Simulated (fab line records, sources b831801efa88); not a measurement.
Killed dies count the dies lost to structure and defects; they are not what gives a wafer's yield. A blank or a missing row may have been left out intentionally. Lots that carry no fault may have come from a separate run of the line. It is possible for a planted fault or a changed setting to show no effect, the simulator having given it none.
8D (eight disciplines) problem report, filled in by code ; flow gf180mcu ; the parts of the form that need people (team, actions taken, sign-off) are left out

## 1. WHAT WENT WRONG
rotation_deg at GF_HV_LDD_IMPLANT_35 reads a mean of 274.91 degrees on 6 wafers of 2 lots; wafers without a fault read 180.00 degrees with a standard deviation of 0.042. That is +99 or more standard deviations from the usual mean.
Earliest sighting: wafer L218.3 on implanter-01 at day 17 19:44. The record has a number at this step for 39 wafers belonging to 13 lots. The rule behind "out" and "out of limits": a value lying over 4 standard deviations away from the usual mean. Any other wafer with a number is counted as sound.

## 2. WHAT IT IS AND WHAT IT IS NOT
question;is;is not
which readings at this step;rotation_deg;beam_on_s, dose_ions_cm2
which lots;L218, L221;L201, L202, L206, L207, L208, L209, L210, L211, L212, L217, L220
which wafers of those lots;all that have a number;-
read on which tools;implanter-01;implanter-02, implanter-04
when;from day 17 19:44;"up to then (30 sound wafers); but 3 sound wafers of L220 came after"

## 3. WHAT RULES OUT EACH SUSPECT
Counting: a tool at any process step up to the reading remains a suspect when it ran all the lots that are out and ran no sound lot after the first of those.
- plasma_asher-01 at GF_VT_IMPLANT_STRIP_09 (strips in O2/N2): kept. It ran every lot that is out, first L218 (day 10 12:53), and no sound lot after that; its last sound lot up to then is L202 (day 6 10:25).
- implanter-01 at GF_HV_LDD_IMPLANT_35: kept. It ran every lot that is out, first L218 (day 17 19:44), and no sound lot after that; its last sound lot up to then is L211 (day 15 10:12). On those wafers its own readings are out: rotation_deg.
Remaining after the count are plasma_asher-01 at GF_VT_IMPLANT_STRIP_09 and implanter-01 at GF_HV_LDD_IMPLANT_35.

## 4. THE CAUSE (what the simulator had put in)
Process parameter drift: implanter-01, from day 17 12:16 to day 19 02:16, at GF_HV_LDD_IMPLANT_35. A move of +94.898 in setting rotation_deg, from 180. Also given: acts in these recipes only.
2 suspects survive the count, and this tool is in that group.

## 5. THE CHAIN OF EFFECTS, in route order
Each row: a reading where the mean over the struck wafers with a number is more than 3 standard deviations away from the usual. Scope: only readings with a usual standard deviation given in the record; hours: median across lots of the time from each lot's start at the first step in this table that gives one to its start at this step; sigmas: change in usual standard deviations.
hours;step;reading;usual;on struck wafers;change;sigmas
0;GF_HV_LDD_IMPLANT_35;rotation_deg;180.00 degrees;274.91;+94.91;+99 or more
Here are the process steps it includes:
- GF_HV_LDD_IMPLANT_35

## 6. HOW IT WOULD HAVE BEEN CAUGHT EARLIER
First out-of-limits reading in this record: day 17 19:44, which is 7 hours after fault onset at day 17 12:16.
